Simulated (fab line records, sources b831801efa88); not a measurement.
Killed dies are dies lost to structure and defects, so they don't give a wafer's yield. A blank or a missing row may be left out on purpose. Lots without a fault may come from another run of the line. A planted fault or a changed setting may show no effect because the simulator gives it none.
Chamber matching | flow gf180mcu | GF_V2_CMP_26 on cmp-01: 4 sister chambers
The step polishes, stops on SiO2, t overpolish 15 s, target thk 0 nm. 4 wafers are shown with their chamber, then 7 later ones without.

WAFERS WITH THEIR CHAMBER
wafer  | chamber | motor_current_A (A)
L814.5 | 0       | 10.5
L816.2 | 2       | 12.5
L817.3 | 3       | 10.7
L817.4 | 1       | 11.0

WAFERS WITHOUT THEIR CHAMBER
wafer  | motor_current_A (A)
L817.6 | 10.3
L829.1 | 12.5
L829.2 | 11.1
L829.3 | 10.7
L832.2 | 12.7
L832.3 | 10.5
L832.6 | 11.0

WHICH CHAMBER EACH WENT THROUGH
wafer  | from the rows above     | in truth
L817.6 | can't be placed: 0 or 3 | 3
L829.1 | 2                       | 2
L829.2 | 1                       | 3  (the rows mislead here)
L829.3 | can't be placed: 3 or 0 | 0
L832.2 | 2                       | 2
L832.3 | can't be placed: 0 or 3 | 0
L832.6 | 1                       | 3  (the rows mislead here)
Placed correctly: 2 of 7. Can't be placed from these rows: 3 (the true chamber is among the candidates in 3). Placed wrongly: 2.
How it was worked out, from the rows above alone: a wafer's distance from a chamber is the root of the sum, over the readings, of the square of ((its reading less the chamber's mean) divided by the reading's scatter). The wafer belongs to the nearest chamber; if the next one is less than 2 further off, it can't be placed. A chamber's mean is the mean of its shown wafers. The scatter: with one shown wafer a chamber, the root of the mean of the squares of how far each hidden wafer lies from its nearest shown one.
